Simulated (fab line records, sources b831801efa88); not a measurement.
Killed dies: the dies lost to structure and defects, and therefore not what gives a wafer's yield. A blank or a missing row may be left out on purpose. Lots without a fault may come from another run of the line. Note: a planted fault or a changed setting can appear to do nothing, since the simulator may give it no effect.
Which of the tools did it?	flow sky130	12 lots, 36 wafers sampled, at 3 steps of a route of 708

## WHAT THE GAUGES READ, wafer by wafer
SKY_VIA3_BOW_MEAS_03.
lot	measured	on	VIA3_BOW (um)
L497	day 38 07:29	filmMetro-01	82 79 79
L496	day 38 08:17	filmMetro-02	91 86 74
L504	day 41 00:45	filmMetro-01	75 77 84
L505	day 41 06:01	filmMetro-01	78 76 77
L510	day 42 21:26	filmMetro-02	78 75 76
L511	day 42 22:22	filmMetro-01	74 71 82
L512	day 43 11:43	filmMetro-04	92 79 88
L514	day 43 15:39	filmMetro-02	81 66 77
L515	day 43 23:17	filmMetro-02	72 87 77
L516	day 44 07:44	filmMetro-02	68 88 83
L518	day 44 12:50	filmMetro-02	70 83 65
L519	day 44 19:38	filmMetro-01	78 69 72

SKY_VIA3_RS_MEAS_22: measurement is done with a four-point probe.
lot	measured	on	VIA3_W_RS (ohm/sq)
L497	day 39 08:53	filmMetro-01	0.293 0.289 0.286
L496	day 39 10:03	filmMetro-04	0.291 0.293 0.294
L504	day 42 02:22	filmMetro-01	0.284 0.286 0.286
L505	day 42 07:27	filmMetro-01	0.293 0.292 0.294
L510	day 43 20:46	filmMetro-04	0.288 0.290 0.285
L511	day 43 22:23	filmMetro-04	0.304 0.297 0.303
L512	day 44 10:24	filmMetro-04	0.293 0.298 0.291
L514	day 44 14:32	filmMetro-04	0.305 0.305 0.296
L515	day 44 20:53	filmMetro-04	0.296 0.291 0.293
L516	day 45 05:29	filmMetro-01	0.287 0.287 0.293
L518	day 45 10:15	filmMetro-02	0.291 0.301 0.291
L519	day 45 16:43	filmMetro-04	0.300 0.296 0.305

## WHAT TOOL EACH LOT RAN ON (gives the tool, then ch and the chambers of the sampled wafers, and finally the start)
lot	SKY_METAL3_METAL_ETCH_18
L497	rieMetal-02 ch 0, day 38 05:34
L496	rieMetal-03 ch 0,1, day 38 06:48
L504	rieMetal-03 ch 0,1, day 40 23:24
L505	rieMetal-01 ch 0,1, day 41 04:41
L510	rieMetal-01 ch 0,1, day 42 20:09
L511	rieMetal-02 ch 0,1, day 42 21:04
L512	rieMetal-03 ch 0,1, day 43 10:24
L514	rieMetal-02 ch 0,1, day 43 14:21
L515	rieMetal-01 ch 0,1, day 43 22:01
L516	rieMetal-03 ch 0,1, day 44 06:24
L518	rieMetal-01 ch 0,1, day 44 11:33
L519	rieMetal-02 ch 0,1, day 44 18:21
- SKY_METAL3_METAL_ETCH_18: etches the open film in Cl2/BCl3, stops on SiO2, target depth 845 nm, time 183.1 s.

## AS READ BY THE TOOLS THEMSELVES (means over the sampled wafers that have a number; for cases with no such wafer, the mark the record gives instead)
SKY_METAL3_METAL_ETCH_18.
lot	tool	drypumpMotorCurrentA (A)	oesProductAu (a.u.)	rfFwdPowerW (W)	throttleValvePct (%)
L497	rieMetal-02	5.5	0.871	897.4	22.257
L496	rieMetal-03	6.2	0.870	896.1	22.271
L504	rieMetal-03	6.3	0.863	894.4	22.274
L505	rieMetal-01	5.7	0.860	895.6	22.272
L510	rieMetal-01	5.7	0.859	896.9	22.273
L511	rieMetal-02	5.7	0.869	898.2	22.264
L512	rieMetal-03	6.2	0.863	895.3	22.273
L514	rieMetal-02	5.9	0.856	899.5	22.268
L515	rieMetal-01	5.3	0.870	897.2	22.260
L516	rieMetal-03	6.1	0.863	894.5	22.264
L518	rieMetal-01	5.3	0.864	895.8	22.269
L519	rieMetal-02	5.9	0.868	900.2	22.262

## THE ANSWER, worked out from the rows above alone
Rule: the usual values come from the lots themselves. The widest of any qualifying gaps counts: lots, ordered by their means at a reading, are off when they make up no more than a third of the lots, leave a main group of 4 or more, and stand apart from it by 3 or more times the standard deviation of that group's means. A main group whose means are all the same, to the digits that the tables above print for the reading, isn't used. Also off: a lot with no number at a reading for which 4 or more lots have one. Where the step has rows for the other lots, those lots are counted as sound. First the gauges in route order, then the tools' own readings, where a lot's mean is used as printed above. At the first step where some lot is off, the reading lying furthest off is the one used; lots without a number count as furthest.
None of the lots is off at any reading shown; this tells nothing.

## WHAT THE SIMULATOR HAD PUT IN
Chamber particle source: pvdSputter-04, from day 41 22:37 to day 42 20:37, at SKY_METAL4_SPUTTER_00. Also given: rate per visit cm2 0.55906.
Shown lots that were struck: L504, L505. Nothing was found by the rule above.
